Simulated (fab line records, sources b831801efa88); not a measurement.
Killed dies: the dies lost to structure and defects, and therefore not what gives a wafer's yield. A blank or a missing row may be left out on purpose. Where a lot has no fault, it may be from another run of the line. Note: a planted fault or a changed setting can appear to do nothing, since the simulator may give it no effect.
What tool caused it?	flow sky130	Sampling: 13 lots, 39 wafers, 6 of 708 route steps

## WHAT THE GAUGES SHOWED, per wafer
SKY_GATE_OXIDE_TW_MEAS_14. Usual: GATE_OXIDE_TW gives 225.0 (standard deviation 1.6).
lot	measured	on	GATE_OXIDE_TW	flag
L988	day 13 23:04	film_metro-03	221.7 222.6 222.0	
L989	day 14 06:05	film_metro-01	227.6 227.9 227.2	
L990	day 14 15:23	film_metro-03	223.4 223.3 224.6	
L991	day 15 07:41	film_metro-01	225.8 226.6 227.3	
L993	day 15 20:45	film_metro-01	226.2 227.9 225.4	
L994	day 16 05:24	film_metro-01	227.2 225.7 227.4	
L996	day 16 14:47	film_metro-01	225.2 225.4 225.8	
L997	day 17 00:15	film_metro-03	224.2 224.5 225.0	
L104	day 19 14:11	film_metro-03	225.1 224.2 224.3	
L106	day 20 09:58	film_metro-01	227.3 225.8 226.4	
L108	day 21 03:08	film_metro-01	226.2 225.7 226.4	
L110	day 21 19:56	film_metro-01	225.1 226.1 226.9	
L111	day 22 01:33	film_metro-01	225.3 226.4 225.9	

SKY_POLY_GATE_THK_MEAS_01. Usual: POLY_GATE_CVD_00_THK gives 178.9 nm (standard deviation 1.9).
lot	measured	on	POLY_GATE_CVD_00_THK (nm)	flag
L988	day 14 05:46	film_metro-02	181.4 181.4 181.1	
L989	day 14 10:48	film_metro-03	179.2 180.3 179.4	
L990	day 14 19:16	film_metro-03	178.8 177.9 177.2	
L991	day 15 11:08	film_metro-03	180.5 180.2 180.0	
L993	day 16 01:32	film_metro-04	176.5 178.0 177.4	
L994	day 16 11:37	film_metro-02	181.1 179.3 180.8	
L996	day 16 19:56	film_metro-02	179.8 178.8 180.9	
L997	day 17 05:17	film_metro-02	180.8 178.8 181.0	
L104	day 19 21:14	film_metro-04	176.8 177.6 175.3	
L106	day 20 13:36	film_metro-02	181.4 178.2 180.9	
L108	day 21 09:52	film_metro-03	179.6 177.6 179.0	
L110	day 22 00:17	film_metro-02	178.0 178.3 178.7	
L111	day 22 05:54	film_metro-02	177.5 177.7 177.3	

SKY_LDD_P_OVL_MEAS_08. Usual: LDD_P_OVL gives -0.8 nm (standard deviation 1.3).
lot	measured	on	LDD_P_OVL (nm)	flag
L988	day 19 04:11	overlay-01	-0.8 -1.0 0.6	
L989	day 19 14:46	overlay-01	0.6 1.4 1.5	
L990	day 19 22:49	overlay-01	1.6 1.0 0.9	
L991	day 20 16:22	overlay-01	0.0 -1.2 -0.8	
L993	day 21 09:37	overlay-01	-0.7 -1.5 1.0	
L994	day 21 18:25	overlay-02	0.0 -1.1 -1.5	
L996	day 22 04:20	overlay-02	0.1 -1.4 -0.5	
L997	day 22 16:01	overlay-01	-2.9 -3.6 -2.5	
L104	day 25 02:41	overlay-02	-3.3 -3.1 -4.0	
L106	day 25 17:59	overlay-01	-0.3 1.8 0.0	
L108	day 26 17:34	overlay-01	1.2 0.8 2.0	
L110	day 27 04:01	overlay-01	-2.3 -1.8 -1.6	
L111	day 27 09:55	overlay-02	-0.9 -1.8 -1.1	

SKY_LDD_HVN_OVL_MEAS_07. Usual: LDD_HVN_OVL gives 0.2 nm (standard deviation 1.5).
lot	measured	on	LDD_HVN_OVL (nm)	flag
L988	day 20 10:08	overlay-01	0.6 2.8 0.5	
L989	day 20 21:15	overlay-01	1.6 0.4 0.2	
L990	day 21 05:38	overlay-01	-2.3 -1.5 -1.7	
L991	day 21 23:36	overlay-01	1.6 1.0 -0.1	
L993	day 22 16:55	overlay-02	1.4 3.3 0.3	
L994	day 23 01:24	overlay-02	-1.5 0.1 -1.0	
L996	day 23 10:37	overlay-01	- - -	OFF
L997	day 23 22:56	overlay-02	-0.2 -1.7 -1.1	
L104	day 26 07:41	overlay-01	1.4 1.4 0.7	
L106	day 26 23:38	overlay-02	0.5 0.6 1.3	
L108	day 27 22:36	overlay-02	2.3 1.8 1.8	
L110	day 28 09:00	overlay-01	3.4 3.1 1.3	
L111	day 28 14:21	overlay-02	-0.8 -1.0 -0.5	

SKY_LDD_HVN_TW_MEAS_10. Usual: LDD_HVN_TW gives 1441 (standard deviation 10).
lot	measured	on	LDD_HVN_TW	flag
L988	day 20 10:26	film_metro-02	1443 1443 1444	
L989	day 20 21:32	film_metro-04	1456 1449 1443	
L990	day 21 05:57	film_metro-02	1447 1445 1446	
L991	day 21 23:53	film_metro-02	1444 1449 1454	
L993	day 22 17:12	film_metro-02	1451 1452 1442	
L994	day 23 01:41	film_metro-02	1441 1432 1440	
L996	day 23 10:54	film_metro-04	30 30 30	OFF
L997	day 23 23:13	film_metro-03	1422 1431 1423	
L104	day 26 07:58	film_metro-04	1450 1455 1456	
L106	day 26 23:55	film_metro-02	1447 1445 1444	
L108	day 27 22:53	film_metro-03	1419 1422 1429	
L110	day 28 09:17	film_metro-03	1429 1429 1426	
L111	day 28 14:38	film_metro-02	1444 1438 1444	

## EACH LOT AND THE TOOL THAT RAN IT (in order: tool; ch and the chambers of the sampled wafers; start)
lot	SKY_LDD_HVN_EXPOSE_04
L988	iline_stepper-01 ch 0, day 19 19:02
L989	iline_stepper-02 ch 0, day 20 06:31
L990	iline_stepper-01 ch 0, day 20 14:41
L991	iline_stepper-02 ch 0, day 21 07:53
L993	iline_stepper-02 ch 0, day 22 01:35
L994	iline_stepper-02 ch 0, day 22 10:07
L996	iline_stepper-02 ch 0, day 22 19:30
L997	iline_stepper-02 ch 0, day 23 07:36
L104	iline_stepper-02 ch 0, day 25 17:04
L106	iline_stepper-02 ch 0, day 26 09:24
L108	iline_stepper-02 ch 0, day 27 08:03
L110	iline_stepper-02 ch 0, day 27 19:19
L111	iline_stepper-01 ch 0, day 28 00:54
- SKY_LDD_HVN_EXPOSE_04: exposes mask HVNTM, target cd 700 nm.

## AS READ BY THE TOOLS THEMSELVES (means over the sampled wafers that have a number; for cases with no such wafer, the mark the record gives instead)
SKY_LDD_HVN_EXPOSE_04. Usual: 0.0 nm for focus_offset_nm, sd 0.49.
lot	tool	focus_offset_nm (nm)	flag
L988	iline_stepper-01	0.1	
L989	iline_stepper-02	0.0	
L990	iline_stepper-01	0.4	
L991	iline_stepper-02	0.1	
L993	iline_stepper-02	-0.3	
L994	iline_stepper-02	-0.1	
L996	iline_stepper-02	-0.0	
L997	iline_stepper-02	0.6	
L104	iline_stepper-02	-0.2	
L106	iline_stepper-02	0.3	
L108	iline_stepper-02	-0.2	
L110	iline_stepper-02	-0.4	
L111	iline_stepper-01	-0.2	

## THE ANSWER, worked out from the rows above alone
Rule: a lot is off if the mean of its wafers that have a number lies more than 3 standard deviations from the usual mean. Also off: a lot with no number at a reading for which 4 or more lots have one. All remaining lots with rows at the step are treated as sound. First the gauges in route order, then the tools' own readings, where a lot's mean is used as printed above. At the first step where some lot is off, the reading lying furthest off is the one used; lots without a number count as furthest.
Off: L996, at SKY_LDD_HVN_OVL_MEAS_07 (LDD_HVN_OVL). Without a number there: L996.
A tool fits if, at a process step before that reading, it ran every lot that is off, and no sound lot after the first of them. Not tried: the gauges at SKY_LDD_HVN_OVL_MEAS_07; whatever is off there is also off at SKY_LDD_HVN_TW_MEAS_10, on other tools, and gauge error can't account for it. No candidate that was tried fits.

## WHAT WAS PUT IN BY THE SIMULATOR
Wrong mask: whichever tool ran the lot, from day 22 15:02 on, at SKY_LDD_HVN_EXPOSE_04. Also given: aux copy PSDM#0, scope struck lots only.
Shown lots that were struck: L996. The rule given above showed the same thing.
